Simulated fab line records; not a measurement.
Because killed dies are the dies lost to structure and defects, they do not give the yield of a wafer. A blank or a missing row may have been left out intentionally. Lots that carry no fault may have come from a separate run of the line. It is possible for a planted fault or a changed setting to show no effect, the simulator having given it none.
Commonality check across tools ; flow sky130 ; 12 lots, 36 wafers sampled

REASON IT WAS OPENED
3 of 12 lots carry a flag on the reading LDD_N_TW at SKY_LDD_N_TW_MEAS_17. No-fault wafers: 2590, standard deviation 18.
Rule: a lot gets a flag if all its wafers with a number sit over 4 standard deviations from that mean, or if no wafer of it has a number. All remaining lots are regarded as sound.

lot;measured;on;LDD_N_TW, wafer by wafer;flag
L264;day 19 02:32;filmMetro-01;2561 2559 2571;
L266;day 19 09:59;filmMetro-01;2574 2573 2559;
L269;day 20 15:43;filmMetro-01;2581 2586 2595;
L270;day 20 23:32;filmMetro-03;2576 2588 2582;
L271;day 21 11:13;filmMetro-01;2673 2669 2684;FLAGGED
L272;day 21 17:25;filmMetro-04;2614 2615 2619;
L273;day 22 01:23;filmMetro-03;2591 2589 2598;
L275;day 22 15:04;filmMetro-01;2679 2676 2682;FLAGGED
L274;day 22 18:37;filmMetro-01;2569 2579 2581;
L282;day 25 01:44;filmMetro-01;2582 2584 2579;
L281;day 25 01:53;filmMetro-03;2675 2674 2689;FLAGGED
L285;day 26 05:55;filmMetro-03;2604 2595 2595;
Average over the flagged lots: 2678; offset from the usual +88, equal to +5 standard deviations.

WHICH TOOL RAN EACH LOT
The record holds 2 process steps before the reading, out of a route of 708 steps. Each cell gives the tool, then ch followed by the chambers the sampled wafers passed through, then the start.
lot;flag;SKY_LDD_N_IMPLANT_11;SKY_LDD_N_STRIP_16
L264;;implanter-04 ch 0, day 19 01:41;plasmaAsher-03 ch 1, day 19 02:26
L266;;implanter-04 ch 0, day 19 09:08;plasmaAsher-02 ch 0,1, day 19 09:53
L269;;implanter-03 ch 0, day 20 14:53;plasmaAsher-01 ch 0,1, day 20 15:37
L270;;implanter-03 ch 0, day 20 22:41;plasmaAsher-02 ch 0,1, day 20 23:26
L271;FLAGGED;implanter-02 ch 0, day 21 10:04;plasmaAsher-01 ch 0,1, day 21 11:06
L272;;implanter-02 ch 0, day 21 16:34;plasmaAsher-03 ch 0,1, day 21 17:19
L273;;implanter-02 ch 0, day 22 00:32;plasmaAsher-03 ch 0,1, day 22 01:17
L275;FLAGGED;implanter-02 ch 0, day 22 13:55;plasmaAsher-01 ch 0,1, day 22 14:58
L274;;implanter-03 ch 0, day 22 17:47;plasmaAsher-01 ch 0,1, day 22 18:31
L282;;implanter-02 ch 0, day 25 00:53;plasmaAsher-02 ch 0,1, day 25 01:38
L281;FLAGGED;implanter-03 ch 0, day 25 00:44;plasmaAsher-03 ch 0,1, day 25 01:47
L285;;implanter-03 ch 0, day 26 05:07;plasmaAsher-01 ch 0,1, day 26 05:50
What the steps here do:
- SKY_LDD_N_IMPLANT_11
- SKY_LDD_N_STRIP_16: strips in O2/N2.
- SKY_LDD_N_TW_MEAS_17

FLAGGED AGAINST TOTAL, ONE TOOL AT A TIME (gauges that did the reading follow at the end)
step;tool;lots run;flagged;share of the flagged lots;sound lots run after its first flagged lot
SKY_LDD_N_IMPLANT_11;implanter-02;5;2;some;3 (L272,L273,L282)
SKY_LDD_N_IMPLANT_11;implanter-03;5;1;some;1 (L285)
SKY_LDD_N_IMPLANT_11;implanter-04;2;0;none;-
SKY_LDD_N_STRIP_16;plasmaAsher-01;5;2;some;2 (L274,L285)
SKY_LDD_N_STRIP_16;plasmaAsher-02;3;0;none;-
SKY_LDD_N_STRIP_16;plasmaAsher-03;4;1;some;0
SKY_LDD_N_TW_MEAS_17;filmMetro-01;7;2;some;2 (L274,L282)
SKY_LDD_N_TW_MEAS_17;filmMetro-03;4;1;some;1 (L285)
SKY_LDD_N_TW_MEAS_17;filmMetro-04;1;0;none;-

WHAT THE TABLE PERMITS
No row of the table ran every flagged lot.

WHAT THE SIMULATOR HAD INSERTED
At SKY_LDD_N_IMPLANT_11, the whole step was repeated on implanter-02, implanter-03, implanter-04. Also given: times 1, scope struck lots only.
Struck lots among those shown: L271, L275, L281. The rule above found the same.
